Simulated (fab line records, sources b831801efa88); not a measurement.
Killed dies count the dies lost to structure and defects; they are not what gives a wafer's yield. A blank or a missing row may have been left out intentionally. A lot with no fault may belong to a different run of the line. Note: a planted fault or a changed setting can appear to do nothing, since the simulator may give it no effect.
Matching of chambers ; flow sky130 ; SKY_LI_CONTACT_ETCH_14 on rie diel-03: 4 sister chambers
The step etches BARC in N2/H2, stops on SiO2, time 45.9 s, target depth 60 nm. 4 wafers are shown with their chamber, then 9 later ones without.

## WAFERS PAIRED WITH THEIR CHAMBERS
wafer;chamber;throttle valve pct (%)
L081.2;0;13.231
L081.5;1;13.222
L085.3;2;13.210
L085.6;3;13.224

## WAFERS WITHOUT THEIR CHAMBER
wafer;throttle valve pct (%)
L091.2;13.235
L091.3;13.238
L091.6;13.212
L095.1;13.205
L095.5;13.218
L095.6;13.236
L097.3;13.222
L097.4;13.229
L097.5;13.226

## CHAMBER TAKEN BY EACH
wafer;from the rows above;in truth
L091.2;can't be placed: 0 or 3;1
L091.3;can't be placed: 0 or 3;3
L091.6;2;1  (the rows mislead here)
L095.1;2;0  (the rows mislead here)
L095.5;can't be placed: 1 or 3 or 2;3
L095.6;can't be placed: 0 or 3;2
L097.3;can't be placed: 1 or 3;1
L097.4;can't be placed: 0 or 3 or 1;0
L097.5;can't be placed: 3 or 1 or 0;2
0 of 9 placed correctly. Cannot be placed on the basis of these rows: 7; the candidates contain the true chamber in 4. 2 placed wrongly.
How it was worked out, from the rows above alone: a wafer's distance from a chamber is the root of the sum, over the readings, of the square of ((its reading less the chamber's mean) divided by the reading's scatter). If the next closest chamber is less than 2 further off than the closest, the wafer can't be placed; otherwise it belongs to the closest. A chamber's mean is the mean of its shown wafers. The scatter (one wafer shown for each chamber): square how far every hidden wafer sits from the nearest shown wafer, average those squares and take the square root.
